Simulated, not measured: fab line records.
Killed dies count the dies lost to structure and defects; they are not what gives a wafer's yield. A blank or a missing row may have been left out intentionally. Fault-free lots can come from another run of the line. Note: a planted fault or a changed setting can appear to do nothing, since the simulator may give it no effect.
Which tool did it? :: flow gf180mcu :: Sampling: 13 lots, 37 wafers, 5 of 602 route steps

## WHAT EACH GAUGE READ, for each wafer
GF_V3_THK_MEAS_01.
lot: L708
measured: day 21 08:32
on: film metro-03
V3_CVD_00_THK (nm): 620 613 611

lot: L709
measured: day 21 16:31
on: film metro-03
V3_CVD_00_THK (nm): 609 603 603

lot: L711
measured: day 22 08:59
on: film metro-04
V3_CVD_00_THK (nm): 609 610 606

lot: L714
measured: day 23 12:18
on: film metro-04
V3_CVD_00_THK (nm): 606 606

lot: L718
measured: day 24 23:15
on: film metro-03
V3_CVD_00_THK (nm): 602 609

lot: L722
measured: day 26 01:19
on: film metro-03
V3_CVD_00_THK (nm): 604 609 607

lot: L723
measured: day 26 18:01
on: film metro-03
V3_CVD_00_THK (nm): 598 592 586

lot: L725
measured: day 27 11:56
on: film metro-03
V3_CVD_00_THK (nm): 603 605 605

lot: L726
measured: day 27 14:08
on: film metro-02
V3_CVD_00_THK (nm): 605 600 604

lot: L728
measured: day 27 19:52
on: film metro-04
V3_CVD_00_THK (nm): 599 599 605

lot: L729
measured: day 28 11:34
on: film metro-02
V3_CVD_00_THK (nm): 602 607 602

lot: L730
measured: day 28 12:25
on: film metro-03
V3_CVD_00_THK (nm): 606 600 604

lot: L731
measured: day 29 08:46
on: film metro-02
V3_CVD_00_THK (nm): 604 601 600

GF_V3_OVL_MEAS_15.
lot: L708
measured: day 22 08:57
on: overlay-01
V3_OVL (nm): 14 8 7

lot: L709
measured: day 22 16:26
on: overlay-02
V3_OVL (nm): -1 -1 -1

lot: L711
measured: day 23 08:26
on: overlay-01
V3_OVL (nm): 2 5 2

lot: L714
measured: day 24 16:34
on: overlay-01
V3_OVL (nm): 6 4

lot: L718
measured: day 25 21:19
on: overlay-01
V3_OVL (nm): 8 13

lot: L722
measured: day 26 22:53
on: overlay-02
V3_OVL (nm): 9 11 9

lot: L723
measured: day 27 14:43
on: overlay-01
V3_OVL (nm): 9 6 15

lot: L725
measured: day 28 08:59
on: overlay-01
V3_OVL (nm): 13 7 14

lot: L726
measured: day 28 11:13
on: overlay-01
V3_OVL (nm): 2 -5 -5

lot: L728
measured: day 28 16:30
on: overlay-02
V3_OVL (nm): 4 -5 -1

lot: L729
measured: day 29 06:53
on: overlay-02
V3_OVL (nm): -2 1 2

lot: L730
measured: day 29 08:19
on: overlay-02
V3_OVL (nm): 0 11 7

lot: L731
measured: day 30 04:21
on: overlay-02
V3_OVL (nm): -3 1 -3

GF_MIM_THK_MEAS_06.
lot: L708
measured: day 24 17:53
on: film metro-02
MIM_CVD_05_THK (nm): 42.4 41.9 42.5

lot: L709
measured: day 24 19:30
on: film metro-02
MIM_CVD_05_THK (nm): 41.4 42.0 42.6

lot: L711
measured: day 25 16:14
on: film metro-01
MIM_CVD_05_THK (nm): 41.4 42.5 42.2

lot: L714
measured: day 26 16:21
on: film metro-02
MIM_CVD_05_THK (nm): 42.0 39.6

lot: L718
measured: day 27 19:30
on: film metro-04
MIM_CVD_05_THK (nm): 41.6 40.1

lot: L722
measured: day 28 18:49
on: film metro-01
MIM_CVD_05_THK (nm): 41.6 42.3 42.8

lot: L723
measured: day 29 11:09
on: film metro-04
MIM_CVD_05_THK (nm): 41.7 42.2 42.4

lot: L725
measured: day 30 03:53
on: film metro-01
MIM_CVD_05_THK (nm): 41.8 42.0 42.5

lot: L726
measured: day 30 05:45
on: film metro-04
MIM_CVD_05_THK (nm): 42.6 42.2 42.4

lot: L728
measured: day 30 12:14
on: film metro-04
MIM_CVD_05_THK (nm): 42.2 43.3 42.5

lot: L729
measured: day 31 00:14
on: film metro-04
MIM_CVD_05_THK (nm): 42.1 42.1 42.7

lot: L730
measured: day 31 02:44
on: film metro-02
MIM_CVD_05_THK (nm): 42.5 43.0 42.2

lot: L731
measured: day 31 22:01
on: film metro-01
MIM_CVD_05_THK (nm): 41.9 41.7 42.4

## TOOL THAT RAN EACH LOT (tool first, then ch and the chambers of the sampled wafers, then the start)
lot: L708
GF_M4_SPUTTER_04: pvd sputter-02, day 22 10:40
GF_MIM_CVD_05: pecvd-04 ch 0,2, day 24 17:49

lot: L709
GF_M4_SPUTTER_04: pvd sputter-01, day 22 18:01
GF_MIM_CVD_05: pecvd-04 ch 0,1, day 24 19:27

lot: L711
GF_M4_SPUTTER_04: pvd sputter-01, day 23 10:08
GF_MIM_CVD_05: pecvd-04 ch 0,1, day 25 16:11

lot: L714
GF_M4_SPUTTER_04: pvd sputter-03, day 24 18:07
GF_MIM_CVD_05: pecvd-04 ch 1,2, day 26 16:18

lot: L718
GF_M4_SPUTTER_04: pvd sputter-02, day 25 22:53
GF_MIM_CVD_05: pecvd-04 ch 0,2, day 27 19:27

lot: L722
GF_M4_SPUTTER_04: pvd sputter-02, day 27 00:28
GF_MIM_CVD_05: pecvd-01 ch 0,1,2, day 28 18:47

lot: L723
GF_M4_SPUTTER_04: pvd sputter-01, day 27 16:16
GF_MIM_CVD_05: pecvd-01 ch 1,2, day 29 11:06

lot: L725
GF_M4_SPUTTER_04: pvd sputter-02, day 28 10:33
GF_MIM_CVD_05: pecvd-01 ch 0,2, day 30 03:49

lot: L726
GF_M4_SPUTTER_04: pvd sputter-03, day 28 12:50
GF_MIM_CVD_05: pecvd-02 ch 1,2, day 30 05:42

lot: L728
GF_M4_SPUTTER_04: pvd sputter-02, day 28 18:04
GF_MIM_CVD_05: pecvd-04 ch 0,1,2, day 30 12:12

lot: L729
GF_M4_SPUTTER_04: pvd sputter-03, day 29 08:30
GF_MIM_CVD_05: pecvd-04 ch 0,2, day 31 00:12

lot: L730
GF_M4_SPUTTER_04: pvd sputter-03, day 29 09:55
GF_MIM_CVD_05: pecvd-01 ch 1,2, day 31 02:41

lot: L731
GF_M4_SPUTTER_04: pvd sputter-02, day 30 05:57
GF_MIM_CVD_05: pecvd-04 ch 0,1,2, day 31 21:59
- GF_M4_SPUTTER_04: material TiN, target thk 50 nm, time 41.7 s.
- GF_MIM_CVD_05: deposits Si3N4, target thk 42 nm, time 29.086 s.

## WHAT THE TOOLS THEMSELVES READ (means of the sampled wafers that have a number; where no wafer has one, the mark that the record gives instead)
GF_M4_SPUTTER_04.
lot: L708
tool: pvd sputter-02
throttle valve pct (%): 29.4

lot: L709
tool: pvd sputter-01
throttle valve pct (%): 29.1

lot: L711
tool: pvd sputter-01
throttle valve pct (%): 30.2

lot: L714
tool: pvd sputter-03
throttle valve pct (%): 29.4

lot: L718
tool: pvd sputter-02
throttle valve pct (%): 29.7

lot: L722
tool: pvd sputter-02
throttle valve pct (%): 29.0

lot: L723
tool: pvd sputter-01
throttle valve pct (%): 30.1

lot: L725
tool: pvd sputter-02
throttle valve pct (%): 29.5

lot: L726
tool: pvd sputter-03
throttle valve pct (%): 29.7

lot: L728
tool: pvd sputter-02
throttle valve pct (%): 29.3

lot: L729
tool: pvd sputter-03
throttle valve pct (%): 29.9

lot: L730
tool: pvd sputter-03
throttle valve pct (%): 29.7

lot: L731
tool: pvd sputter-02
throttle valve pct (%): 29.0

GF_MIM_CVD_05.
lot: L708
tool: pecvd-04
heater power w (W): 637
run length s (s): 56.8

lot: L709
tool: pecvd-04
heater power w (W): 671
run length s (s): 57.4

lot: L711
tool: pecvd-04
heater power w (W): 605
run length s (s): 57.8

lot: L714
tool: pecvd-04
heater power w (W): 641
run length s (s): 56.0

lot: L718
tool: pecvd-04
heater power w (W): 696
run length s (s): 56.1

lot: L722
tool: pecvd-01
heater power w (W): 569
run length s (s): 57.0

lot: L723
tool: pecvd-01
heater power w (W): 621
run length s (s): 56.5

lot: L725
tool: pecvd-01
heater power w (W): 693
run length s (s): 56.6

lot: L726
tool: pecvd-02
heater power w (W): 587
run length s (s): 57.1

lot: L728
tool: pecvd-04
heater power w (W): 624
run length s (s): 57.2

lot: L729
tool: pecvd-04
heater power w (W): 649
run length s (s): 56.9

lot: L730
tool: pecvd-01
heater power w (W): 557
run length s (s): 57.0

lot: L731
tool: pecvd-04
heater power w (W): 636
run length s (s): 57.3

## THE ANSWER, worked out from the rows above alone
Rule: what is usual is taken from the lots themselves. The widest of any qualifying gaps counts: lots, ordered by their means at a reading, are off when they make up no more than a third of the lots, leave a main group of 4 or more, and stand apart from it by 3 or more times the standard deviation of that group's means. If all means in a main group match to the digits the tables above print for the reading, that group is not used. A lot without any number at a reading at which 4 lots or more have one is off too. Any other lot the step has rows for is counted as sound. The gauges are gone through in route order, then the tools' own readings, and for those a lot's mean is taken as printed above. The first step at which some lot is off is used, and at that step the reading that is off furthest; a lot without a number counts as furthest.
Off: L714, L718, at GF_MIM_THK_MEAS_06 (MIM_CVD_05_THK). For the main group the mean is 42.2 nm and the standard deviation 0.22.
If a tool, at a process step before that reading, ran all the lots that are off and no sound lot after the first of them, it fits. The gauges at GF_MIM_THK_MEAS_06 are tried like those tools. Of those tried, none fits.

## WHAT THE SIMULATOR HAD PUT IN
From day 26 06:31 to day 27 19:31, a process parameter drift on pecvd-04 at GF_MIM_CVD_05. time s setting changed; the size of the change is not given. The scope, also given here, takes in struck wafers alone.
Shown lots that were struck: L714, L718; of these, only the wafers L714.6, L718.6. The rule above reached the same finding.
